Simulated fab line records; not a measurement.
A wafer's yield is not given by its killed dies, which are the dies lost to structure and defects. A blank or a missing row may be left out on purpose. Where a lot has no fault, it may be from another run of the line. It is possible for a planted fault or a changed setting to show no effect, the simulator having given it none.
Which of the tools did it? | flow sky130 | 12 lots, 36 wafers sampled, at 3 steps of a route of 708

## WHAT THE GAUGES SHOWED, per wafer
SKY_VT_ADJUST_HVTR_OVL_MEAS_08.
lot  | measured     | on         | VT_ADJUST_HVTR_OVL (nm)
L900 | day 10 07:44 | overlay-02 | 2.8 0.3 -1.2
L902 | day 10 19:44 | overlay-02 | -0.1 -0.5 0.7
L904 | day 11 09:32 | overlay-01 | 2.0 1.9 1.9
L905 | day 12 01:05 | overlay-02 | 1.2 3.5 4.3
L906 | day 12 17:46 | overlay-01 | 1.2 3.0 0.5
L908 | day 13 05:17 | overlay-01 | 1.6 1.2 2.7
L910 | day 13 09:40 | overlay-02 | 1.0 -0.4 1.1
L909 | day 13 10:26 | overlay-02 | -190.6 -189.6 -191.5
L914 | day 14 12:55 | overlay-02 | -190.5 -189.8 -189.1
L916 | day 15 07:08 | overlay-01 | -189.7 -190.9 -188.4
L917 | day 15 16:08 | overlay-02 | -0.8 0.9 0.6
L918 | day 15 23:38 | overlay-02 | -0.9 0.6 0.0

SKY_GATE_OXIDE_OVL_MEAS_10.
lot  | measured     | on         | GATE_OXIDE_OVL (nm)
L900 | day 14 19:10 | overlay-02 | 0.8 2.6 1.4
L902 | day 15 11:26 | overlay-02 | 0.4 -0.6 -0.4
L904 | day 16 00:09 | overlay-02 | 1.2 0.9 0.6
L905 | day 16 20:26 | overlay-01 | 1.7 0.5 0.9
L906 | day 17 19:09 | overlay-02 | -0.6 0.0 -1.5
L908 | day 18 06:38 | overlay-02 | 2.0 3.9 3.2
L910 | day 18 08:59 | overlay-01 | 3.1 0.4 1.8
L909 | day 18 12:57 | overlay-02 | -0.5 0.4 0.3
L914 | day 19 17:12 | overlay-02 | 1.8 -0.6 0.6
L916 | day 20 16:33 | overlay-02 | 2.3 1.2 1.8
L917 | day 20 20:19 | overlay-02 | -0.5 -0.1 1.1
L918 | day 21 21:17 | overlay-01 | -0.5 0.9 1.8

## WHAT TOOL EACH LOT RAN ON (gives the tool, then ch and the chambers of the sampled wafers, and finally the start)
lot  | SKY_VT_ADJUST_HVTR_EXPOSE_04
L900 | iline-stepper-01 ch 0, day 9 21:09
L902 | iline-stepper-01 ch 0, day 10 08:35
L904 | iline-stepper-01 ch 0, day 10 22:23
L905 | iline-stepper-02 ch 0, day 11 12:58
L906 | iline-stepper-01 ch 0, day 12 05:28
L908 | iline-stepper-01 ch 0, day 12 16:35
L910 | iline-stepper-02 ch 0, day 12 21:25
L909 | iline-stepper-01 ch 0, day 12 22:38
L914 | iline-stepper-01 ch 0, day 13 23:59
L916 | iline-stepper-01 ch 0, day 14 18:07
L917 | iline-stepper-02 ch 0, day 15 02:40
L918 | iline-stepper-02 ch 0, day 15 09:55
- SKY_VT_ADJUST_HVTR_EXPOSE_04: exposes mask HVTRM, target cd 380 nm.

## AS READ BY THE TOOLS THEMSELVES (means over the sampled wafers that have a number; for cases with no such wafer, the mark the record gives instead)
SKY_VT_ADJUST_HVTR_EXPOSE_04.
lot  | tool             | stage-vel-mm-s (mm/s)
L900 | iline-stepper-01 | 500.03
L902 | iline-stepper-01 | 500.13
L904 | iline-stepper-01 | 499.74
L905 | iline-stepper-02 | 499.90
L906 | iline-stepper-01 | 500.04
L908 | iline-stepper-01 | 500.12
L910 | iline-stepper-02 | 500.12
L909 | iline-stepper-01 | 500.12
L914 | iline-stepper-01 | 500.26
L916 | iline-stepper-01 | 499.99
L917 | iline-stepper-02 | 500.03
L918 | iline-stepper-02 | 499.82

## THE ANSWER, worked out from the rows above alone
Rule: what is usual is taken from the lots themselves. Put in order of their means at a reading, lots are off if they are a third of the lots or fewer, leave a main group of 4 or more, and stand apart from it by a gap of 3 or more times the standard deviation of the main group's means; of several such gaps the widest counts. Not used: any main group whose means are identical at the precision the tables above print for the reading. Also off: a lot with no number at a reading for which 4 or more lots have one. Where the step has rows for the other lots, those lots are counted as sound. Order of review: gauges by route order, followed by the tools' own readings, for which a lot's mean as printed above is used. At the first step where some lot is off, the reading lying furthest off is the one used; lots without a number count as furthest.
Off: L909, L914, L916, at SKY_VT_ADJUST_HVTR_OVL_MEAS_08 (VT_ADJUST_HVTR_OVL). Main group: mean 1.1 nm, sd 0.99.
If a tool, at a process step before that reading, ran all the lots that are off and no sound lot after the first of them, it fits. The gauges at SKY_VT_ADJUST_HVTR_OVL_MEAS_08 are tried like those tools. One fits: iline-stepper-01 at SKY_VT_ADJUST_HVTR_EXPOSE_04. A fault onset in the window from L908 (day 12 16:35, its last sound lot) to L909 (day 12 22:38, its first lot off) fits.

## WHAT HAD BEEN PUT IN BY THE SIMULATOR
Scanner matching overlay: iline-stepper-01, from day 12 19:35 on, at SKY_VT_ADJUST_HVTR_EXPOSE_04. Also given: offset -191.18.
Shown lots that were struck: L909, L914, L916. This agrees with what the rule above found.
